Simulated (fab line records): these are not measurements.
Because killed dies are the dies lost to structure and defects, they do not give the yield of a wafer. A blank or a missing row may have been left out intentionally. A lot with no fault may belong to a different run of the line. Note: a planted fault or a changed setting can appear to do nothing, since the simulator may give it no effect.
Chamber matching	flow gf180mcu	GF_PASSIVATION_CVD_02 on pecvd-03 has 3 sister chambers
The step deposits Si3N4, target thk 700 nm, time 486.18 s. 3 wafers are shown with their chamber, then 8 later ones without.

WAFERS PAIRED WITH THEIR CHAMBERS
wafer	chamber	heater-power-w (W)
L867.6	0	845
L875.6	2	616
L877.4	1	688

WAFERS MISSING THEIR CHAMBER
wafer	heater-power-w (W)
L877.5	562
L877.6	844
L879.1	673
L879.4	859
L879.5	821
L880.2	643
L880.4	681
L880.6	662

WHICH CHAMBER EACH WENT THROUGH
wafer	from the rows above	in truth
L877.5	2	2
L877.6	0	0
L879.1	can't be placed: 1 or 2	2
L879.4	0	0
L879.5	0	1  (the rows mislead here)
L880.2	can't be placed: 2 or 1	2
L880.4	1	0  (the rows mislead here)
L880.6	can't be placed: 1 or 2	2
Correct placement for 3 of the 8. Cannot be placed on the basis of these rows: 3; the candidates contain the true chamber in 3. Placed wrongly: 2.
How it was worked out, from the rows above alone: a wafer's distance from a chamber is the root of the sum, over the readings, of the square of ((its reading less the chamber's mean) divided by the reading's scatter). If the next closest chamber is less than 2 further off than the closest, the wafer can't be placed; otherwise it belongs to the closest. The mean given for a chamber averages the wafers shown for that chamber. The scatter (one wafer shown for each chamber): square how far every hidden wafer sits from the nearest shown wafer, average those squares and take the square root.
